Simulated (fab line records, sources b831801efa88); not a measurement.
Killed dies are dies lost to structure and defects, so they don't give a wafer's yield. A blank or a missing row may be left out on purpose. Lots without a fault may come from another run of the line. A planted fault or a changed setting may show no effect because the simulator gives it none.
Which tool did it? | flow sky130 | 6 lots, 17 wafers sampled, at 1 step of a route of 708

WHAT THE GAUGES READ, wafer by wafer
SKY_VIA1_BOW_MEAS_03.
lot  | measured     | on            | VIA1_BOW (um)
L909 | day 33 23:41 | film_metro-01 | 83 94 82
L914 | day 35 17:41 | film_metro-04 | 88 78 92
L920 | day 36 23:11 | film_metro-04 | 80 79
L922 | day 38 03:05 | film_metro-04 | 84 87 87
L925 | day 38 13:48 | film_metro-04 | 84 85 80
L929 | day 39 17:28 | film_metro-03 | 80 83 82

WHICH TOOL RAN EACH LOT (tool, then ch and the chambers of the sampled wafers, then the start)
The record holds no process step before these readings.

THE ANSWER, worked out from the rows above alone
Rule: what is usual is taken from the lots themselves. Put in order of their means at a reading, lots are off if they are a third of the lots or fewer, leave a main group of 4 or more, and stand apart from it by a gap of 3 or more times the standard deviation of the main group's means; of several such gaps the widest counts. A main group whose means are all the same, to the digits that the tables above print for the reading, isn't used. A lot without any number at a reading at which 4 lots or more have one is off too. The other lots that the step has rows for count as sound.
No lot is off at any reading shown: from this, nothing can be told.

WHAT THE SIMULATOR HAD PUT IN
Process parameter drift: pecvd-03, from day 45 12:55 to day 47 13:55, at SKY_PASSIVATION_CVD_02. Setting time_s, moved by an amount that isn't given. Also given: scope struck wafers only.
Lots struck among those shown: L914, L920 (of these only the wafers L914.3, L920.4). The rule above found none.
